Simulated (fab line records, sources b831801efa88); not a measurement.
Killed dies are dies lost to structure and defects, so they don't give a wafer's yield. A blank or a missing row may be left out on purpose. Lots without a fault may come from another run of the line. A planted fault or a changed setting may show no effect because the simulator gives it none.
fab line records | flow gf180mcu
record lots=5 wafers=15 last_day=34
route steps=602 shown DUAL_GATE@151 POLY_GATE@157 HV_LDD@176
lots that met no fault: from a run of the same line without faults
start_h: hours from the record's first day to the start of the lot's first wafer shown | wait_h: hours since the lot's step before | " the same as in the row above | L1.1+2: a row that stands for several wafers | - no value, or no start given | * or withheld: withheld | < > ~ a bound
route shown NAME@n: a module of which the file shows steps, and the number in the route of the first | usual: mean/standard deviation of fault-free wafers | same: alike in all rows | chamber/n: place in a boat | sites: the reading at each site | _std_site: their standard deviation | _edge_site: outer sites' mean less inner sites' | radius_mm: how far each site lies from the wafer's centre | mask NAME#n: copy n | behind: the tool/chamber that last shaped the wafer | hold: why the lot was held/for how many hours/how that ended | device: the transistor (n, p or np) that didn't switch | end of line: the same wafers' tests at the end of the route | a step without rows: its recipe alone | killed: dies lost to structure and defects at the first sort, not the wafer's yield | map: a wafer's dies, x killed, . not, _ none there
set.NAME: the setting as run; set.NAME@STEP: as run at that earlier step | model.NAME: the simulator's own value behind a step, which no gauge read
lots at some steps of the route; a table a step, a row a wafer
services: from which hour (start_h, from the record's first day; less than 0 if before it) a tool's chamber was out of use, for how many hours, and why
## steps
# step GF_DUAL_GATE_DEVELOP_10
# recipe develop_time_s=60 dev_temp_c=23
# same develop_time_s=60
# columns lot.wafer tool chamber start_h wait_h
L077.3+5+6 litho_track-02 0 200.22 0.1
L078.1+3+4 litho_track-02 0 208.82 0.1
L091.3+4+5 litho_track-04 0 294.10 0.1
L093.2+4+6 litho_track-01 0 308.90 0.1
L095.2+3+5 litho_track-04 0 321.52 0.1
# step GF_DUAL_GATE_OVL_MEAS_11
# usual DUAL_GATE_OVL=-0.4/1.4
# columns lot.wafer tool chamber start_h wait_h DUAL_GATE_OVL[nm]
L077.3 overlay-02 - 200.33 0.1 -2.1
L077.5 " - " " -1.6
L077.6 " - " " -2.1
L078.1 overlay-01 - 208.97 0.1 0.2
L078.3 " - " " -1.1
L078.4 " - " " -0.7
L091.3 overlay-01 - 294.21 0.1 -0.7
L091.4 " - " " -0.7
L091.5 " - " " -1.7
L093.2 overlay-02 - 309.04 0.1 0.0
L093.4 " - " " -0.9
L093.6 " - " " -0.4
L095.2 overlay-01 - 321.65 0.1 -2.1
L095.3 " - " " -0.7
L095.5 " - " " -0.1
# step GF_DUAL_GATE_WET_ETCH_12
# recipe chemistry=dHF target_depth_nm=13 dry=n2_spin target=SiO2 temp_c=25 dilution=100:1 time_s=260
# same time_s=260
# columns lot.wafer tool chamber start_h wait_h
L077.3+5+6 wet_bench-04 3 200.35 0.0
L078.1+3+4 wet_bench-01 0 209.00 0.0
L091.3+4+5 wet_bench-01 3 294.23 0.0
L093.2+4+6 wet_bench-03 0 309.07 0.0
L095.2+3+5 wet_bench-04 3 321.68 0.0
# step GF_DUAL_GATE_STRIP_13
# recipe chemistry=O2/N2 power_w=1400 pressure_mtorr=1500 platen_temp_c=250 o2_flow_sccm=3000 n2_flow_sccm=300 overash_fraction=0.5
# usual chamber_pressure_mTorr=1500.0/1.3 drypump_motor_current_A=5.7/0.45 heater_power_w=324/23 oes_product_au=0.715/0.0044 strip_time_to_endpoint_s=12.64/0.039
# same overash_fraction=0.5
# columns lot.wafer tool chamber start_h wait_h chamber_pressure_mTorr drypump_motor_current_A heater_power_w oes_product_au rf_hours_counter_h strip_time_to_endpoint_s
L077.3 plasma_asher-03 0 200.47 0.0 1498.8 6.1 322 0.720 - 12.65
L077.5 " 0 " " 1500.1 6.1 320 0.721 - 12.68
L077.6 " 1 " " 1502.6 5.5 359 0.710 - 12.67
L078.1 plasma_asher-04 0 209.08 0.0 1501.8 5.2 313 0.710 58 12.68
L078.3 " 1 " " 1497.9 5.2 303 0.716 - 12.70
L078.4 " 0 " " 1500.9 5.2 311 0.705 - 12.69
L091.3 plasma_asher-03 1 294.35 0.0 1501.2 5.5 373 0.710 - 12.68
L091.4 " 0 " " 1501.9 6.1 322 0.709 - 12.70
L091.5 " 0 " " 1501.6 6.1 323 0.716 - 12.70
L093.2 plasma_asher-04 1 309.15 0.0 1500.6 5.3 298 0.715 69 12.64
L093.4 " 1 " " 1497.8 5.2 312 0.709 - 12.61
L093.6 " 1 " " 1501.2 5.2 305 0.719 - 12.68
L095.2 plasma_asher-04 0 321.76 0.0 1497.4 5.1 309 0.717 70 12.61
L095.3 " 0 " " 1500.0 5.2 305 0.714 - 12.62
L095.5 " 1 " " 1499.6 5.2 305 0.716 - 12.58
# step GF_DUAL_GATE_CLEAN_14
# recipe chemistry=SC1/SC2 mix=1:4:20 temp_c=70 time_s=150 dry=n2_spin
# same time_s=150
# columns lot.wafer tool chamber start_h wait_h
L077.3+5+6 wet_bench-03 1 200.53 0.0
L078.1+3+4 wet_bench-03 0 209.18 0.1
L091.3+4+5 wet_bench-03 0 294.41 0.0
L093.2+4+6 wet_bench-04 0 309.25 0.1
L095.2+3+5 wet_bench-01 1 321.86 0.1
# step GF_DUAL_GATE_OXIDATION_15
# recipe temp_c=850 ambient=O2 stabilise_s=600 purge_s=300 target_thk_a=70.98 ox_time_s=1995
# usual ox_temp_c=850.1/0.35 tube_center_temp_C=850.01/0.078 tube_center_temp_C_max=852.2/0.34 zone_power_lower_pct=15.24/0.15
# same purge_s=300
# columns lot.wafer tool chamber start_h wait_h ox_temp_c tube_center_temp_C tube_center_temp_C_max zone_power_lower_pct
L077.3 furnace-02 0 203.62 3.0 850.0 850.06 852.1 15.42
L077.5 " 0 " " 849.5 849.95 851.8 15.53
L077.6 " 0 " " 849.7 850.05 852.3 15.09
L078.1 furnace-02 0 209.24 0.0 850.1 850.07 852.5 15.53
L078.3 " 0 " " 850.0 849.98 852.2 15.18
L078.4 " 0 " " 850.2 849.95 852.5 15.49
L091.3 furnace-01 0 294.46 0.0 850.3 850.15 852.4 15.35
L091.4 " 0 " " 850.1 849.98 852.1 15.18
L091.5 " 0 " " 849.9 849.96 852.0 15.15
L093.2 furnace-02 0 309.30 0.0 849.9 850.05 853.0 15.59
L093.4 " 0 " " 850.3 850.08 851.9 15.51
L093.6 " 0 " " 850.3 850.01 852.1 15.49
L095.2 furnace-02 0 325.05 3.1 849.9 850 852.9 15.14
L095.3 " 0 " " 849.7 849.99 852.4 15.29
L095.5 " 0 " " 850.4 850.03 851.6 15.23
# step GF_POLY_GATE_CVD_00
# recipe material=poly-Si target_thk_nm=200 temp_c=620 time_s=1200 pressure_mtorr=200
# usual zone_power_lower_pct=9.1/0.6
# same time_s=1200
# columns lot.wafer tool chamber start_h wait_h zone_power_lower_pct
L077.3 lpcvd-02 0 205.18 0.0 8.2
L077.5 " 0 " " 8.0
L077.6 " 0 " " 8.3
L078.1 lpcvd-01 0 210.79 0.0 9.7
L078.3 " 0 " " 9.7
L078.4 " 0 " " 9.8
L091.3 lpcvd-01 0 296.02 0.0 9.8
L091.4 " 0 " " 9.8
L091.5 " 0 " " 9.7
L093.2 lpcvd-02 0 310.85 0.0 8.3
L093.4 " 0 " " 8.2
L093.6 " 0 " " 8.2
L095.2 lpcvd-01 0 326.61 0.0 9.8
L095.3 " 0 " " 9.6
L095.5 " 0 " " 10.0
# step GF_POLY_GATE_THK_MEAS_01
# recipe reads=poly-Si_of_POLY_GATE_CVD_00
# usual POLY_GATE_CVD_00_THK=199.9/1.8
# columns lot.wafer tool chamber start_h wait_h POLY_GATE_CVD_00_THK[nm]
L077.3 film_metro-03 - 206.53 0.0 201.0
L077.5 " - " " 203.2
L077.6 " - " " 202.5
L078.1 film_metro-03 - 212.13 0.0 198.9
L078.3 " - " " 198.4
L078.4 " - " " 198.4
L091.3 film_metro-04 - 297.37 0.0 197.2
L091.4 " - " " 197.1
L091.5 " - " " 198.4
L093.2 film_metro-04 - 312.19 0.0 198.1
L093.4 " - " " 198.6
L093.6 " - " " 200.5
L095.2 film_metro-04 - 327.95 0.0 199.2
L095.3 " - " " 200.6
L095.5 " - " " 201.1
# step GF_POLY_GATE_DEHYDRATE_02
# recipe temp_c=200 time_s=60
# same time_s=60
# columns lot.wafer tool chamber start_h wait_h
L077.3+5+6 litho_track-02 0 214.17 7.6
L078.1+3+4 litho_track-01 0 219.93 7.8
L091.3+4+5 litho_track-02 0 307.12 9.7
L093.2+4+6 litho_track-01 0 321.55 9.4
L095.2+3+5 litho_track-02 0 337.64 9.7
# step GF_POLY_GATE_HMDS_03
# recipe prime_time_s=60 prime_temp_c=120
# columns lot.wafer tool chamber start_h wait_h
L077.3+5+6 litho_track-02 0 214.32 0.1
L078.1+3+4 litho_track-01 0 220.08 0.1
L091.3+4+5 litho_track-02 0 307.27 0.1
L093.2+4+6 litho_track-01 0 321.70 0.1
L095.2+3+5 litho_track-02 0 337.79 0.1
# step GF_POLY_GATE_COAT_04
# recipe resist=BARC temp_c=withheld time_s=withheld spin_rpm=withheld resist_thk_nm=withheld
# columns lot.wafer tool chamber start_h wait_h
L077.3+5+6 litho_track-02 0 214.47 0.1
L078.1+3+4 litho_track-01 0 220.23 0.1
L091.3+4+5 litho_track-02 0 307.42 0.1
L093.2+4+6 litho_track-01 0 321.85 0.1
L095.2+3+5 litho_track-02 0 337.94 0.1
# step GF_POLY_GATE_COAT_05
# recipe resist=KrF spin_rpm=withheld resist_thk_nm=700
# columns lot.wafer tool chamber start_h wait_h
L077.3+5+6 litho_track-02 0 - -
L078.1+3+4 litho_track-01 0 - -
L091.3+4+5 litho_track-02 0 - -
L093.2+4+6 litho_track-01 0 - -
L095.2+3+5 litho_track-02 0 - -
# step GF_POLY_GATE_SOFTBAKE_06
# recipe temp_c=130 time_s=60 resist=KrF
# same time_s=60
# columns lot.wafer tool chamber start_h wait_h
L077.3+5+6 litho_track-02 0 - -
L078.1+3+4 litho_track-01 0 - -
L091.3+4+5 litho_track-02 0 - -
L093.2+4+6 litho_track-01 0 - -
L095.2+3+5 litho_track-02 0 - -
# step GF_POLY_GATE_EXPOSE_07
# recipe mask_id=Poly2 target_cd_nm=280 na=0.68 source_shape=conventional sigma_outer=0.6 dose_mj=28
# columns lot.wafer tool chamber start_h wait_h mask
L077.3+5+6 krf_scanner-02 0 - - Poly2#0
L078.1+3+4 krf_scanner-01 0 - - Poly2#0
L091.3+4+5 krf_scanner-01 0 - - Poly2#0
L093.2+4+6 krf_scanner-02 0 - - Poly2#0
L095.2+3+5 krf_scanner-01 0 - - Poly2#0
# step GF_POLY_GATE_PEB_08
# recipe peb_temp_c=135 peb_time_s=90 resist=KrF
# columns lot.wafer tool chamber start_h wait_h
L077.3+5+6 litho_track-02 0 - -
L078.1+3+4 litho_track-01 0 - -
L091.3+4+5 litho_track-01 0 - -
L093.2+4+6 litho_track-02 0 - -
L095.2+3+5 litho_track-03 0 - -
# step GF_POLY_GATE_DEVELOP_09
# recipe develop_time_s=60 resist=KrF dev_temp_c=21
# same develop_time_s=60
# columns lot.wafer tool chamber start_h wait_h
L077.3+5+6 litho_track-02 0 223.77 0.1
L078.1+3+4 litho_track-01 0 229.23 0.2
L091.3+4+5 litho_track-01 0 317.93 0.1
L093.2+4+6 litho_track-02 0 332.54 0.2
L095.2+3+5 litho_track-03 0 348.56 0.2
# step GF_POLY_GATE_CD_MEAS_10
# recipe target_cd_nm=280
# usual cd_nm=280.2/1.3
# columns lot.wafer tool chamber start_h wait_h cd_nm
L077.3 cd_sem-02 - 223.91 0.1 281.1
L077.5 " - " " 280.1
L077.6 " - " " 281.4
L078.1 cd_sem-01 - 229.38 0.1 279.7
L078.3 " - " " 279.2
L078.4 " - " " 279.4
L091.3 cd_sem-02 - 318.07 0.1 277.6
L091.4 " - " " 277.4
L091.5 " - " " 278.2
L093.2 cd_sem-02 - 332.69 0.1 280.3
L093.4 " - " " 280.2
L093.6 " - " " 279.9
L095.2 cd_sem-02 - 348.71 0.1 281.6
L095.3 " - " " 280.6
L095.5 " - " " 280.2
# step GF_POLY_GATE_OVL_MEAS_11
# usual POLY_GATE_OVL=0/5.6
# columns lot.wafer tool chamber start_h wait_h POLY_GATE_OVL[nm]
L077.3 overlay-01 - 224.00 0.1 8
L077.5 " - " " 16
L077.6 " - " " 9
L078.1 overlay-02 - 229.50 0.1 -7
L078.3 " - " " 2
L078.4 " - " " -3
L091.3 overlay-01 - 318.16 0.1 2
L091.4 " - " " -2
L091.5 " - " " -6
L093.2 overlay-02 - 332.79 0.1 -5
L093.4 " - " " 7
L093.6 " - " " 2
L095.2 overlay-02 - 348.82 0.1 5
L095.3 " - " " 0
L095.5 " - " " -4
# step GF_POLY_GATE_ETCH_12
# recipe chemistry=N2/H2 target_depth_a=withheld overetch_a=withheld time_s=withheld target=BARC ion_energy_ev=200 source_w=500 bias_w=100 pressure_mtorr=30 n2_flow_sccm=100 h2_flow_sccm=200
# usual chamber_pressure_mTorr=29.996/0.026 drypump_motor_current_A=5.9/0.44 oes_product_au=0.736/0.0049 throttle_valve_pct=13.214/0.01
# columns lot.wafer tool chamber start_h wait_h chamber_pressure_mTorr drypump_motor_current_A oes_product_au throttle_valve_pct
L077.3 rie_diel-02 0 224.02 0.0 29.996 6.2 0.739 13.214
L077.5 " 0 " " 29.972 6.2 0.734 13.216
L077.6 " 2 " " 30.023 6.1 0.732 13.210
L078.1 rie_diel-01 0 229.54 0.0 30.021 6.2 0.737 13.202
L078.3 " 1 " " 29.982 5.3 0.736 13.219
L078.4 " 3 " " 30.003 6.6 0.740 13.199
L091.3 rie_diel-01 3 318.19 0.0 29.963 6.5 0.735 13.238
L091.4 " 0 " " 29.959 6.2 0.741 13.225
L091.5 " 1 " " 29.995 5.3 0.737 13.213
L093.2 rie_diel-01 1 332.82 0.0 29.949 5.2 0.733 13.219
L093.4 " 3 " " 29.972 6.6 0.734 13.202
L093.6 " 3 " " 29.986 6.6 0.730 13.218
L095.2 rie_diel-01 1 348.85 0.0 30.017 5.3 0.743 13.226
L095.3 " 2 " " 30.012 6.0 0.738 13.232
L095.5 " 0 " " 30.023 6.2 0.742 13.217
# step GF_POLY_GATE_ETCH_13
# recipe target=poly-Si target_depth_nm=198.5 stop_on=SiO2 over_etch_frac=0.403 chemistry=HBr/Cl2 icp_w=400 bias_w=100 pressure_mtorr=10 HBr_flow_sccm=150 Cl2_flow_sccm=50 time_s=69.6
# usual chamber_pressure_mTorr=10.000/0.0095 drypump_motor_current_A=5.7/0.46 oes_product_au=0.991/0.0066 throttle_valve_pct=33.684/0.0092
# same time_s=69.6
# columns lot.wafer tool chamber start_h wait_h chamber_pressure_mTorr drypump_motor_current_A oes_product_au rf_hours_counter_h throttle_valve_pct
L077.3 rie_si-01 3 224.07 - 10.001 5.4 0.993 63 33.696
L077.5 " 0 " " 10.014 6.5 0.991 - 33.682
L077.6 " 1 " " 10.007 4.9 0.996 - 33.676
L078.1 rie_si-01 0 229.59 - 10.005 6.5 0.995 3 33.684
L078.3 " 1 " " 10.008 4.9 0.994 1 33.674
L078.4 " 2 " " 10.014 6.1 0.988 48 33.684
L091.3 rie_si-01 3 318.24 - 10.001 5.4 0.988 64 33.690
L091.4 " 2 " " 9.988 6.0 0.981 49 33.674
L091.5 " 0 " " 10.007 6.5 0.991 - 33.685
L093.2 rie_si-02 0 332.87 - 9.994 5.5 0.993 58 33.688
L093.4 " 1 " " 9.997 5.5 0.986 84 33.689
L093.6 " 2 " " 10.004 5.9 0.997 - 33.686
L095.2 rie_si-01 3 348.90 - 10.016 5.4 0.994 64 33.677
L095.3 " 1 " " 10.008 4.9 0.993 2 33.689
L095.5 " 1 " " 9.997 4.9 1.000 - 33.687
# step GF_POLY_GATE_STRIP_14
# recipe chemistry=O2/N2 power_w=1400 pressure_mtorr=1500 platen_temp_c=250 o2_flow_sccm=3000 n2_flow_sccm=300 overash_fraction=0.5
# usual chamber_pressure_mTorr=1500.0/1.6 drypump_motor_current_A=5.92/0.3 heater_power_w=333/23 oes_product_au=0.505/0.0046
# same overash_fraction=0.5
# columns lot.wafer tool chamber start_h wait_h chamber_pressure_mTorr drypump_motor_current_A heater_power_w oes_product_au rf_hours_counter_h
L077.3 plasma_asher-01 1 224.16 0.1 1497.4 6.06 312 0.498 -
L077.5 " 0 " " 1498.2 5.57 354 0.519 -
L077.6 " 1 " " 1501.4 6.08 308 0.501 -
L078.1 plasma_asher-01 1 229.64 0.0 1499.6 6.08 309 0.498 43
L078.3 " 0 " " 1496.2 5.57 354 0.503 -
L078.4 " 1 " " 1501.7 6.11 309 0.511 -
L091.3 plasma_asher-01 0 318.32 0.1 1499.8 5.56 345 0.494 -
L091.4 " 1 " " 1498.4 6.07 314 0.506 -
L091.5 " 1 " " 1497.8 6.07 304 0.497 -
L093.2 plasma_asher-01 1 332.93 0.0 1496.6 6.09 305 0.507 54
L093.4 " 1 " " 1497.9 6.09 311 0.496 -
L093.6 " 0 " " 1498.2 5.56 350 0.504 -
L095.2 plasma_asher-02 1 348.95 0.0 1500.0 6.36 352 0.506 23
L095.3 " 0 " " 1499.9 5.85 306 0.508 -
L095.5 " 1 " " 1498.2 6.34 352 0.508 -
# step GF_POLY_GATE_CLEAN_15
# recipe chemistry=SC1/SC2 mix=1:4:20 temp_c=70 time_s=150 dry=n2_spin
# same time_s=150
# columns lot.wafer tool chamber start_h wait_h
L077.3+5+6 wet_bench-01 1 224.23 0.0
L078.1+3+4 wet_bench-01 1 229.74 0.1
L091.3+4+5 wet_bench-02 3 318.39 0.0
L093.2+4+6 wet_bench-02 1 333.03 0.1
L095.2+3+5 wet_bench-04 0 349.05 0.1
# step GF_POLY_GATE_OXIDATION_16
# recipe temp_c=850 ambient=O2 stabilise_s=600 purge_s=300 target_thk_a=40 ox_time_s=899
# usual ox_temp_c=850.0/0.42 tube_center_temp_C=850/0.078 tube_center_temp_C_max=852.2/0.33 zone_power_lower_pct=15.27/0.17
# same purge_s=300
# columns lot.wafer tool chamber start_h wait_h ox_temp_c tube_center_temp_C tube_center_temp_C_max zone_power_lower_pct
L077.3 furnace-02 0 224.28 0.0 849.3 849.93 852.6 15.21
L077.5 " 0 " " 849.5 850.14 853.3 15.36
L077.6 " 0 " " 850.1 850.08 852.0 15.33
L078.1 furnace-01 0 229.79 0.0 850.3 849.97 852.2 15.55
L078.3 " 0 " " 850.5 849.99 852.1 15.13
L078.4 " 0 " " 850.1 849.95 852.3 15.10
L091.3 furnace-02 0 318.44 0.0 849.4 849.95 851.5 15.66
L091.4 " 0 " " 849.8 850.08 852.0 15.04
L091.5 " 0 " " 849.7 850.03 852.1 15.20
L093.2 furnace-01 0 333.34 0.3 850.2 850.08 852.6 15.39
L093.4 " 0 " " 850.4 849.97 852.3 15.04
L093.6 " 0 " " 850.5 850.03 852.2 15.20
L095.2 furnace-01 0 349.89 0.8 850.3 850.07 851.7 15.00
L095.3 " 0 " " 850.1 850.01 852.5 15.18
L095.5 " 0 " " 850.1 849.85 852.3 14.99
# step GF_POLY_GATE_THK_MEAS_17
# recipe reads=SiO2_of_POLY_GATE_OXIDATION_16
# usual POLY_GATE_OXIDATION_THK=4.00/0.076
# columns lot.wafer tool chamber start_h wait_h POLY_GATE_OXIDATION_THK[nm]
L077.3 film_metro-03 - 225.55 0.0 4.13
L077.5 " - " " 4.09
L077.6 " - " " 4.16
L078.1 film_metro-03 - 231.04 0.0 3.87
L078.3 " - " " 3.84
L078.4 " - " " 3.86
L091.3 film_metro-02 - 319.71 0.0 3.94
L091.4 " - " " 3.94
L091.5 " - " " 3.87
L093.2 film_metro-03 - 334.60 0.0 3.99
L093.4 " - " " 4.00
L093.6 " - " " 3.96
L095.2 film_metro-02 - 351.15 0.0 4.00
L095.3 " - " " 4.03
L095.5 " - " " 3.95
# step GF_POLY_GATE_CD_MEAS_18
# usual cd_nm=279.3/1.9
# columns lot.wafer tool chamber start_h wait_h cd_nm
L077.3 cd_sem-01 - 225.65 0.1 279.3
L077.5 " - " " 281.0
L077.6 " - " " 277.5
L078.1 cd_sem-02 - 231.10 0.1 279.3
L078.3 " - " " 277.8
L078.4 " - " " 278.6
L091.3 cd_sem-01 - 319.81 0.1 276.2
L091.4 " - " " 279.8
L091.5 " - " " 279.6
L093.2 cd_sem-02 - 334.68 0.1 278.7
L093.4 " - " " 277.7
L093.6 " - " " 278.3
L095.2 cd_sem-02 - 351.22 0.1 281.1
L095.3 " - " " 280.7
L095.5 " - " " 280.2
# step GF_HV_LDD_DEHYDRATE_00
# recipe temp_c=200 time_s=60
# same time_s=60
# columns lot.wafer tool chamber start_h wait_h
L077.3+5+6 litho_track-02 0 233.97 8.3
L078.1+3+4 litho_track-02 0 239.37 8.2
L091.3+4+5 litho_track-04 0 329.45 9.6
L093.2+4+6 litho_track-03 0 344.86 10.2
L095.2+3+5 litho_track-04 0 361.87 10.6
# step GF_HV_LDD_HMDS_01
# recipe prime_time_s=60 prime_temp_c=120
# columns lot.wafer tool chamber start_h wait_h
L077.3+5+6 litho_track-02 0 234.12 0.1
L078.1+3+4 litho_track-02 0 239.52 0.1
L091.3+4+5 litho_track-04 0 329.60 0.1
L093.2+4+6 litho_track-03 0 345.01 0.1
L095.2+3+5 litho_track-04 0 362.02 0.1
# step GF_HV_LDD_COAT_02
# recipe resist=NOVOLAK spin_rpm=3000 resist_thk_nm=1000
# usual spin_speed_rpm=3000.0/2.1
# columns lot.wafer tool chamber start_h wait_h spin_speed_rpm
L077.3 litho_track-02 0 234.27 0.1 3000.8
L077.5 " 0 " " 3000.2
L077.6 " 0 " " 3003.2
L078.1 litho_track-02 0 239.67 0.1 3000.7
L078.3 " 0 " " 3002.0
L078.4 " 0 " " 2999.3
L091.3 litho_track-04 0 329.75 0.1 2998.9
L091.4 " 0 " " 3000.3
L091.5 " 0 " " 3002.9
L093.2 litho_track-03 0 345.16 0.1 2997.9
L093.4 " 0 " " 2996.7
L093.6 " 0 " " 2997.1
L095.2 litho_track-04 0 362.17 0.1 2996.1
L095.3 " 0 " " 2996.9
L095.5 " 0 " " 2995.1
# step GF_HV_LDD_SOFTBAKE_03
# recipe temp_c=90 time_s=60 resist=NOVOLAK
# same time_s=60
# columns lot.wafer tool chamber start_h wait_h
L077.3+5+6 litho_track-02 0 234.42 0.1
L078.1+3+4 litho_track-02 0 239.82 0.1
L091.3+4+5 litho_track-04 0 329.90 0.1
L093.2+4+6 litho_track-03 0 345.31 0.1
L095.2+3+5 litho_track-04 0 362.32 0.1
# step GF_HV_LDD_EXPOSE_04
# recipe mask_id=Nplus_LV_AREA target_cd_nm=400 na=0.6 source_shape=conventional sigma_outer=0.6 dose_mj=140
# columns lot.wafer tool chamber start_h wait_h mask
L077.3+5+6 iline_stepper-01 0 - - Nplus_LV_AREA#0
L078.1+3+4 iline_stepper-01 0 - - Nplus_LV_AREA#0
L091.3+4+5 iline_stepper-01 0 - - Nplus_LV_AREA#0
L093.2+4+6 iline_stepper-01 0 - - Nplus_LV_AREA#0
L095.2+3+5 iline_stepper-02 0 - - Nplus_LV_AREA#0
# step GF_HV_LDD_PEB_05
# recipe temp_c=withheld time_s=* resist=NOVOLAK
# same time_s=*
# columns lot.wafer tool chamber start_h wait_h
L077.3+5+6 litho_track-04 0 - -
L078.1+3+4 litho_track-03 0 - -
L091.3+4+5 litho_track-04 0 - -
L093.2+4+6 litho_track-03 0 - -
L095.2+3+5 litho_track-04 0 - -
# step GF_HV_LDD_DEVELOP_06
# recipe develop_time_s=60 dev_temp_c=23
# same develop_time_s=60
# columns lot.wafer tool chamber start_h wait_h
L077.3+5+6 litho_track-04 0 243.40 0.1
L078.1+3+4 litho_track-03 0 248.84 0.1
L091.3+4+5 litho_track-04 0 340.50 0.1
L093.2+4+6 litho_track-03 0 355.91 0.1
L095.2+3+5 litho_track-04 0 373.37 0.1
# step GF_HV_LDD_CD_MEAS_07
# recipe target_cd_nm=400
# usual cd_nm=400.4/2.6
# columns lot.wafer tool chamber start_h wait_h cd_nm
L077.3 cd_sem-02 - 243.54 0.1 398.3
L077.5 " - " " 398.4
L077.6 " - " " 397.9
L078.1 cd_sem-01 - 248.99 0.1 395.0
L078.3 " - " " 395.3
L078.4 " - " " 397.3
L091.3 cd_sem-02 - 340.64 0.1 399.4
L091.4 " - " " 400.3
L091.5 " - " " 400.0
L093.2 cd_sem-02 - 356.06 0.1 403.0
L093.4 " - " " 401.5
L093.6 " - " " 400.7
L095.2 cd_sem-02 - 373.52 0.1 398.9
L095.3 " - " " 397.4
L095.5 " - " " 396.6
# step GF_HV_LDD_OVL_MEAS_08
# usual HV_LDD_OVL=0.8/1.3
# columns lot.wafer tool chamber start_h wait_h HV_LDD_OVL[nm]
L077.3 overlay-02 - 243.63 0.1 2.2
L077.5 " - " " 2.9
L077.6 " - " " 3.5
L078.1 overlay-01 - 249.11 0.1 1.1
L078.3 " - " " 0.7
L078.4 " - " " 1.2
L091.3 overlay-02 - 340.73 0.1 2.9
L091.4 " - " " 1.5
L091.5 " - " " 1.7
L093.2 overlay-01 - 356.16 0.1 2.3
L093.4 " - " " 0.8
L093.6 " - " " 2.2
L095.2 overlay-02 - 373.62 0.1 1.6
L095.3 " - " " 1.3
L095.5 " - " " -0.4
# step GF_HV_LDD_IMPLANT_09
# recipe species=As energy_kev=40 dose_cm2=1e+14 tilt_deg=7
# usual beam_energy_keV=40.001/0.013
# columns lot.wafer tool chamber start_h wait_h beam_energy_keV
L077.3 implanter-01 0 243.70 0.1 39.995
L077.5 " 0 " " 39.991
L077.6 " 0 " " 39.987
L078.1 implanter-02 0 249.15 0.0 40.018
L078.3 " 0 " " 40.020
L078.4 " 0 " " 40.022
L091.3 implanter-03 0 340.80 0.1 40.002
L091.4 " 0 " " 39.976
L091.5 " 0 " " 40.004
L093.2 implanter-01 0 356.22 0.0 39.996
L093.4 " 0 " " 40.013
L093.6 " 0 " " 40.000
L095.2 implanter-02 0 373.68 0.0 40.007
L095.3 " 0 " " 40.010
L095.5 " 0 " " 40.000
# step GF_HV_LDD_STRIP_10
# recipe chemistry=O2/N2 power_w=1400 pressure_mtorr=1500 platen_temp_c=250 o2_flow_sccm=3000 n2_flow_sccm=300 overash_fraction=0.5
# usual chamber_pressure_mTorr=1499.7/1.4 drypump_motor_current_A=5.6/0.37 heater_power_w=327/24 oes_product_au=0.716/0.0044 strip_time_to_endpoint_s=12.66/0.038
# same overash_fraction=0.5
# columns lot.wafer tool chamber start_h wait_h chamber_pressure_mTorr drypump_motor_current_A heater_power_w oes_product_au rf_hours_counter_h strip_time_to_endpoint_s
L077.3 plasma_asher-03 0 243.84 0.1 1500.1 6.1 332 0.725 - 12.66
L077.5 " 0 " " 1498.3 6.1 326 0.711 - 12.65
L077.6 " 1 " " 1501.8 5.5 371 0.715 - 12.69
L078.1 plasma_asher-01 1 249.30 0.1 1498.3 6.1 317 0.720 45 12.68
L078.3 " 1 " " 1501.9 6.1 317 0.724 - 12.69
L078.4 " 0 " " 1500.3 5.6 356 0.717 - 12.64
L091.3 plasma_asher-01 1 340.94 0.1 1500.6 6.1 306 0.713 - 12.68
L091.4 " 0 " " 1500.4 5.5 342 0.711 - 12.65
L091.5 " 1 " " 1499.3 6.1 308 0.721 - 12.66
L093.2 plasma_asher-03 0 356.34 0.1 1499.0 6.1 322 0.725 69 12.64
L093.4 " 1 " " 1497.2 5.5 369 0.706 - 12.65
L093.6 " 0 " " 1498.3 6.1 322 0.715 - 12.65
L095.2 plasma_asher-04 0 373.80 0.1 1500.2 5.2 310 0.710 76 12.64
L095.3 " 0 " " 1498.4 5.2 308 0.712 - 12.67
L095.5 " 1 " " 1498.3 5.2 305 0.707 - 12.62
# step GF_HV_LDD_TW_MEAS_11
# usual HV_LDD_TW=2386/20
# columns lot.wafer tool chamber start_h wait_h HV_LDD_TW
L077.3 film_metro-02 - 243.92 0.1 2375
L077.5 " - " " 2381
L077.6 " - " " 2386
L078.1 film_metro-03 - 249.40 0.1 2411
L078.3 " - " " 2409
L078.4 " - " " 2404
L091.3 film_metro-03 - 341.02 0.1 2401
L091.4 " - " " 2405
L091.5 " - " " 2404
L093.2 film_metro-02 - 356.45 0.1 2395
L093.4 " - " " 2397
L093.6 " - " " 2391
L095.2 film_metro-01 - 373.91 0.1 2378
L095.3 " - " " 2354
L095.5 " - " " 2355
# step GF_HV_LDD_DEHYDRATE_12
# recipe temp_c=200 time_s=60
# same time_s=60
# columns lot.wafer tool chamber start_h wait_h
L077.3+5+6 litho_track-02 0 252.32 8.4
L078.1+3+4 litho_track-02 0 257.72 8.3
L091.3+4+5 litho_track-02 0 351.27 10.2
L093.2+4+6 litho_track-02 0 366.94 10.5
L095.2+3+5 litho_track-04 0 384.82 10.9
# step GF_HV_LDD_HMDS_13
# recipe prime_time_s=60 prime_temp_c=120
# columns lot.wafer tool chamber start_h wait_h
L077.3+5+6 litho_track-02 0 252.47 0.1
L078.1+3+4 litho_track-02 0 257.87 0.1
L091.3+4+5 litho_track-02 0 351.42 0.1
L093.2+4+6 litho_track-02 0 367.09 0.1
L095.2+3+5 litho_track-04 0 384.97 0.1
## services
# columns tool chamber start_h hours kind
iline_stepper-01 - 178.23 14.5 repair
krf_scanner-01 - 180.91 4.4 pm
plasma_asher-04 - 184.71 2.8 pm
furnace-02 - 200.02 3.6 pm
furnace-02 - 215.34 1.8 pm
krf_scanner-01 - 235.80 0.8 pm
krf_scanner-01 - 238.18 1.2 repair
iline_stepper-01 - 254.00 8.9 repair
krf_scanner-01 - 254.82 0.2 repair
furnace-01 - 255.77 3.9 pm
rie_si-01 3 270.05 2.4 repair
wet_bench-01 - 274.95 1.9 pm
krf_scanner-01 - 275.25 1.0 pm
krf_scanner-01 - 276.25 3.6 pm
iline_stepper-01 - 280.26 6.8 repair
iline_stepper-01 - 281.68 1.4 repair
furnace-02 - 289.95 2.9 pm
lpcvd-01 - 314.29 6.0 pm
furnace-01 - 322.90 4.9 pm
krf_scanner-01 - 347.34 1.3 pm
iline_stepper-01 - 360.48 2.1 pm
furnace-02 - 367.61 2.9 pm
rie_diel-01 0 372.62 2.3 repair
krf_scanner-01 - 374.33 0.3 repair
## key
fault none
